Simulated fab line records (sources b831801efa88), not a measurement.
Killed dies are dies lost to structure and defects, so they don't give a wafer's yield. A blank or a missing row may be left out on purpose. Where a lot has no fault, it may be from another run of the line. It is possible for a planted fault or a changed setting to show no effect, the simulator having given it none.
Which of the tools did it? / flow sky130 / 11 lots with 33 wafers sampled at 5 steps, on a route of 708 steps

== WHAT THE GAUGES SHOWED, per wafer ==
SKY_FIELD_ISO_THK_MEAS_25. Usual: FIELD_ISO_CVD_24_THK typically reads 592 nm, with standard deviation 5.8.
lot=L977; measured=day 2 06:40; on=film-metro-01; FIELD_ISO_CVD_24_THK (nm)=594 597 596; flag=
lot=L982; measured=day 3 07:41; on=film-metro-04; FIELD_ISO_CVD_24_THK (nm)=595 599 597; flag=
lot=L983; measured=day 3 16:03; on=film-metro-03; FIELD_ISO_CVD_24_THK (nm)=587 589 590; flag=
lot=L992; measured=day 5 17:54; on=film-metro-04; FIELD_ISO_CVD_24_THK (nm)=586 589 591; flag=
lot=L993; measured=day 6 02:22; on=film-metro-01; FIELD_ISO_CVD_24_THK (nm)=598 602 589; flag=
lot=L995; measured=day 6 10:40; on=film-metro-03; FIELD_ISO_CVD_24_THK (nm)=590 584 587; flag=
lot=L996; measured=day 6 10:40; on=film-metro-01; FIELD_ISO_CVD_24_THK (nm)=595 584 588; flag=
lot=L997; measured=day 6 15:52; on=film-metro-04; FIELD_ISO_CVD_24_THK (nm)=595 586 590; flag=
lot=L998; measured=day 7 02:40; on=film-metro-03; FIELD_ISO_CVD_24_THK (nm)=587 589 589; flag=
lot=L999; measured=day 7 03:50; on=film-metro-04; FIELD_ISO_CVD_24_THK (nm)=595 590 593; flag=
lot=L100; measured=day 7 13:23; on=film-metro-01; FIELD_ISO_CVD_24_THK (nm)=599 600 593; flag=

SKY_NWELL_THK_MEAS_02. Usual: NWELL_OXIDATION_THK typically reads 10.08 nm, with standard deviation 0.16.
lot=L977; measured=day 2 10:52; on=film-metro-01; NWELL_OXIDATION_THK (nm)=10.12 10.08 10.16; flag=
lot=L982; measured=day 3 13:05; on=film-metro-01; NWELL_OXIDATION_THK (nm)=4.58 4.48 4.63; flag=OFF
lot=L983; measured=day 3 20:10; on=film-metro-03; NWELL_OXIDATION_THK (nm)=4.63 4.67 4.61; flag=OFF
lot=L992; measured=day 6 11:55; on=film-metro-02; NWELL_OXIDATION_THK (nm)=10.33 10.23 10.21; flag=
lot=L993; measured=day 6 11:55; on=film-metro-01; NWELL_OXIDATION_THK (nm)=10.05 10.24 10.05; flag=
lot=L995; measured=day 6 18:39; on=film-metro-02; NWELL_OXIDATION_THK (nm)=10.25 10.13 10.21; flag=
lot=L996; measured=day 6 18:35; on=film-metro-01; NWELL_OXIDATION_THK (nm)=10.08 10.34 10.24; flag=
lot=L997; measured=day 6 20:01; on=film-metro-01; NWELL_OXIDATION_THK (nm)=10.09 10.13 10.01; flag=
lot=L998; measured=day 7 07:46; on=film-metro-03; NWELL_OXIDATION_THK (nm)=10.00 10.11 10.09; flag=
lot=L999; measured=day 7 07:46; on=film-metro-01; NWELL_OXIDATION_THK (nm)=10.06 10.21 10.01; flag=
lot=L100; measured=day 7 17:59; on=film-metro-02; NWELL_OXIDATION_THK (nm)=10.19 10.19 9.99; flag=

SKY_NWELL_OVL_MEAS_23. Usual: NWELL_01_OVL typically reads -0.1 nm, with standard deviation 1.3.
lot=L977; measured=day 5 03:27; on=overlay-02; NWELL_01_OVL (nm)=0.3 0.4 -0.3; flag=
lot=L982; measured=day 6 11:57; on=overlay-01; NWELL_01_OVL (nm)=-0.4 -0.9 -0.2; flag=
lot=L983; measured=day 6 17:53; on=overlay-01; NWELL_01_OVL (nm)=-0.8 0.3 0.3; flag=
lot=L992; measured=day 9 22:59; on=overlay-01; NWELL_01_OVL (nm)=-0.1 0.1 -0.7; flag=
lot=L993; measured=day 9 21:59; on=overlay-01; NWELL_01_OVL (nm)=-3.1 -3.7 -3.1; flag=
lot=L995; measured=day 10 07:59; on=overlay-02; NWELL_01_OVL (nm)=-1.9 -1.7 -2.5; flag=
lot=L996; measured=day 10 06:32; on=overlay-02; NWELL_01_OVL (nm)=0.2 0.2 0.2; flag=
lot=L997; measured=day 10 08:42; on=overlay-02; NWELL_01_OVL (nm)=1.2 1.4 0.6; flag=
lot=L998; measured=day 10 20:53; on=overlay-01; NWELL_01_OVL (nm)=1.5 -0.1 1.6; flag=
lot=L999; measured=day 10 20:38; on=overlay-02; NWELL_01_OVL (nm)=-1.7 -0.9 -2.0; flag=
lot=L100; measured=day 11 09:21; on=overlay-01; NWELL_01_OVL (nm)=-2.7 -1.0 -0.5; flag=

== TOOL THAT RAN EACH LOT (tool first, then ch and the chambers of the sampled wafers, then the start) ==
lot=L977; SKY_FIELD_ISO_ETCH_14=rie-diel-01 ch 0,2, day 2 04:49; SKY_NWELL_OXIDATION_01=furnace-01 ch 0, day 2 09:28
lot=L982; SKY_FIELD_ISO_ETCH_14=rie-diel-01 ch 0,1,2, day 3 04:58; SKY_NWELL_OXIDATION_01=furnace-01 ch 0, day 3 11:41
lot=L983; SKY_FIELD_ISO_ETCH_14=rie-diel-01 ch 0,1,2, day 3 13:16; SKY_NWELL_OXIDATION_01=furnace-01 ch 0, day 3 18:46
lot=L992; SKY_FIELD_ISO_ETCH_14=rie-diel-01 ch 0,2,3, day 5 11:58; SKY_NWELL_OXIDATION_01=furnace-02 ch 0, day 6 10:31
lot=L993; SKY_FIELD_ISO_ETCH_14=rie-diel-02 ch 1,2, day 5 16:19; SKY_NWELL_OXIDATION_01=furnace-02 ch 0, day 6 10:31
lot=L995; SKY_FIELD_ISO_ETCH_14=rie-diel-04 ch 0,1, day 6 02:07; SKY_NWELL_OXIDATION_01=furnace-02 ch 0, day 6 17:12
lot=L996; SKY_FIELD_ISO_ETCH_14=rie-diel-04 ch 0,2,3, day 6 08:37; SKY_NWELL_OXIDATION_01=furnace-02 ch 0, day 6 17:12
lot=L997; SKY_FIELD_ISO_ETCH_14=rie-diel-02 ch 0,1,3, day 6 13:28; SKY_NWELL_OXIDATION_01=furnace-02 ch 0, day 6 18:35
lot=L998; SKY_FIELD_ISO_ETCH_14=rie-diel-04 ch 0,2,3, day 7 00:49; SKY_NWELL_OXIDATION_01=furnace-01 ch 0, day 7 06:22
lot=L999; SKY_FIELD_ISO_ETCH_14=rie-diel-02 ch 0,2,3, day 7 01:52; SKY_NWELL_OXIDATION_01=furnace-01 ch 0, day 7 06:22
lot=L100; SKY_FIELD_ISO_ETCH_14=rie-diel-01 ch 1,2,3, day 7 11:13; SKY_NWELL_OXIDATION_01=furnace-02 ch 0, day 7 16:35
- SKY_FIELD_ISO_ETCH_14: etches BARC in N2/H2, stops on SiO2, time 45.9 s, target depth 60 nm.
- SKY_NWELL_OXIDATION_01: stabilise 600 s, purge 300 s, target thk 10 nm.

== WHAT THE TOOLS THEMSELVES READ (means of the sampled wafers that have a number; where no wafer has one, the mark that the record gives instead) ==
SKY_FIELD_ISO_ETCH_14. Usual: drypump-motor-current-A 5.8 A, standard deviation 0.5; oes-product-au 0.855 a.u., standard deviation 0.004; throttle-valve-pct 13.226 %, standard deviation 0.009.
lot=L977; tool=rie-diel-01; drypump-motor-current-A (A)=6.1; oes-product-au (a.u.)=0.857; throttle-valve-pct (%)=13.229; flag=
lot=L982; tool=rie-diel-01; drypump-motor-current-A (A)=5.8; oes-product-au (a.u.)=0.853; throttle-valve-pct (%)=13.224; flag=
lot=L983; tool=rie-diel-01; drypump-motor-current-A (A)=5.8; oes-product-au (a.u.)=0.855; throttle-valve-pct (%)=13.225; flag=
lot=L992; tool=rie-diel-01; drypump-motor-current-A (A)=6.2; oes-product-au (a.u.)=0.856; throttle-valve-pct (%)=13.233; flag=
lot=L993; tool=rie-diel-02; drypump-motor-current-A (A)=5.2; oes-product-au (a.u.)=0.856; throttle-valve-pct (%)=13.233; flag=
lot=L995; tool=rie-diel-04; drypump-motor-current-A (A)=5.5; oes-product-au (a.u.)=0.853; throttle-valve-pct (%)=13.225; flag=
lot=L996; tool=rie-diel-04; drypump-motor-current-A (A)=5.3; oes-product-au (a.u.)=0.853; throttle-valve-pct (%)=13.223; flag=
lot=L997; tool=rie-diel-02; drypump-motor-current-A (A)=5.6; oes-product-au (a.u.)=0.854; throttle-valve-pct (%)=13.228; flag=
lot=L998; tool=rie-diel-04; drypump-motor-current-A (A)=5.3; oes-product-au (a.u.)=0.855; throttle-valve-pct (%)=13.235; flag=
lot=L999; tool=rie-diel-02; drypump-motor-current-A (A)=5.9; oes-product-au (a.u.)=0.856; throttle-valve-pct (%)=13.221; flag=
lot=L100; tool=rie-diel-01; drypump-motor-current-A (A)=6.0; oes-product-au (a.u.)=0.856; throttle-valve-pct (%)=13.235; flag=

SKY_NWELL_OXIDATION_01. Usual: spike-tc-bottom-C 920.8 C, standard deviation 2.4; spike-tc-centre-C 901.4 C, standard deviation 1.4; spike-tc-lower-C 902.0 C, standard deviation 1; spike-tc-top-C 912.7 C, standard deviation 1.8; spike-tc-upper-C 900.1 C, standard deviation 0.99; tube-center-temp-C 900.01 C, standard deviation 0.087; tube_center_temp_C_max 902.4, standard deviation 0.37; zone-power-bottom-pct 28.4 %, standard deviation 1.4; zone-power-top-pct 34.2 %, standard deviation 0.87.
lot=L977; tool=furnace-01; spike-tc-bottom-C (C)=922.5; spike-tc-centre-C (C)=901.1; spike-tc-lower-C (C)=901.2; spike-tc-top-C (C)=911.3; spike-tc-upper-C (C)=900.0; tube-center-temp-C (C)=899.98; tube_center_temp_C_max=902.4; zone-power-bottom-pct (%)=27.3; zone-power-top-pct (%)=33.6; flag=
lot=L982; tool=furnace-01; spike-tc-bottom-C (C)=856.1; spike-tc-centre-C (C)=834.0; spike-tc-lower-C (C)=835.7; spike-tc-top-C (C)=845.9; spike-tc-upper-C (C)=832.7; tube-center-temp-C (C)=832.93; tube_center_temp_C_max=835.3; zone-power-bottom-pct (%)=23.2; zone-power-top-pct (%)=29.5; flag=OFF
lot=L983; tool=furnace-01; spike-tc-bottom-C (C)=856.7; spike-tc-centre-C (C)=832.9; spike-tc-lower-C (C)=834.2; spike-tc-top-C (C)=844.9; spike-tc-upper-C (C)=833.1; tube-center-temp-C (C)=833.03; tube_center_temp_C_max=835.4; zone-power-bottom-pct (%)=23.0; zone-power-top-pct (%)=29.7; flag=OFF
lot=L992; tool=furnace-02; spike-tc-bottom-C (C)=918.9; spike-tc-centre-C (C)=901.7; spike-tc-lower-C (C)=902.8; spike-tc-top-C (C)=913.7; spike-tc-upper-C (C)=901.3; tube-center-temp-C (C)=900.01; tube_center_temp_C_max=902.2; zone-power-bottom-pct (%)=29.9; zone-power-top-pct (%)=35.2; flag=
lot=L993; tool=furnace-02; spike-tc-bottom-C (C)=917.4; spike-tc-centre-C (C)=902.1; spike-tc-lower-C (C)=902.7; spike-tc-top-C (C)=914.4; spike-tc-upper-C (C)=900.0; tube-center-temp-C (C)=899.96; tube_center_temp_C_max=902.6; zone-power-bottom-pct (%)=30.0; zone-power-top-pct (%)=35.0; flag=
lot=L995; tool=furnace-02; spike-tc-bottom-C (C)=917.9; spike-tc-centre-C (C)=901.9; spike-tc-lower-C (C)=902.6; spike-tc-top-C (C)=914.6; spike-tc-upper-C (C)=901.2; tube-center-temp-C (C)=900.07; tube_center_temp_C_max=902.6; zone-power-bottom-pct (%)=29.8; zone-power-top-pct (%)=35.2; flag=
lot=L996; tool=furnace-02; spike-tc-bottom-C (C)=919.0; spike-tc-centre-C (C)=902.8; spike-tc-lower-C (C)=901.7; spike-tc-top-C (C)=914.6; spike-tc-upper-C (C)=900.7; tube-center-temp-C (C)=899.94; tube_center_temp_C_max=902.3; zone-power-bottom-pct (%)=29.8; zone-power-top-pct (%)=35.5; flag=
lot=L997; tool=furnace-02; spike-tc-bottom-C (C)=917.5; spike-tc-centre-C (C)=903.6; spike-tc-lower-C (C)=902.3; spike-tc-top-C (C)=915.2; spike-tc-upper-C (C)=900.2; tube-center-temp-C (C)=900.03; tube_center_temp_C_max=902.2; zone-power-bottom-pct (%)=30.5; zone-power-top-pct (%)=34.8; flag=
lot=L998; tool=furnace-01; spike-tc-bottom-C (C)=922.9; spike-tc-centre-C (C)=900.6; spike-tc-lower-C (C)=902.4; spike-tc-top-C (C)=911.3; spike-tc-upper-C (C)=899.1; tube-center-temp-C (C)=900.08; tube_center_temp_C_max=902.3; zone-power-bottom-pct (%)=27.4; zone-power-top-pct (%)=33.3; flag=
lot=L999; tool=furnace-01; spike-tc-bottom-C (C)=922.9; spike-tc-centre-C (C)=900.3; spike-tc-lower-C (C)=902.9; spike-tc-top-C (C)=910.8; spike-tc-upper-C (C)=899.5; tube-center-temp-C (C)=899.98; tube_center_temp_C_max=902.2; zone-power-bottom-pct (%)=27.2; zone-power-top-pct (%)=33.5; flag=
lot=L100; tool=furnace-02; spike-tc-bottom-C (C)=918.1; spike-tc-centre-C (C)=903.1; spike-tc-lower-C (C)=902.9; spike-tc-top-C (C)=914.2; spike-tc-upper-C (C)=900.5; tube-center-temp-C (C)=900.07; tube_center_temp_C_max=902.5; zone-power-bottom-pct (%)=29.9; zone-power-top-pct (%)=35.3; flag=

== THE ANSWER, worked out from the rows above alone ==
Rule: a lot counts as off when the mean over its wafers that have a number is more than 3 standard deviations away from the usual mean. Also off: a lot with no number at a reading for which 4 or more lots have one. Any other lot the step has rows for is counted as sound. Order of review: gauges by route order, followed by the tools' own readings, for which a lot's mean as printed above is used. At the first step where some lot is off, the reading lying furthest off is the one used; lots without a number count as furthest.
Off: L982, L983, seen at SKY_NWELL_THK_MEAS_02 (NWELL_OXIDATION_THK).
If a tool, at a process step before that reading, ran all the lots that are off and no sound lot after the first of them, it fits. The gauges at SKY_NWELL_THK_MEAS_02 aren't tried: what is off there is off at SKY_NWELL_OXIDATION_01 too, on other tools, and a gauge's error can't cause that. No candidate that was tried fits.

== WHAT WAS PUT IN BY THE SIMULATOR ==
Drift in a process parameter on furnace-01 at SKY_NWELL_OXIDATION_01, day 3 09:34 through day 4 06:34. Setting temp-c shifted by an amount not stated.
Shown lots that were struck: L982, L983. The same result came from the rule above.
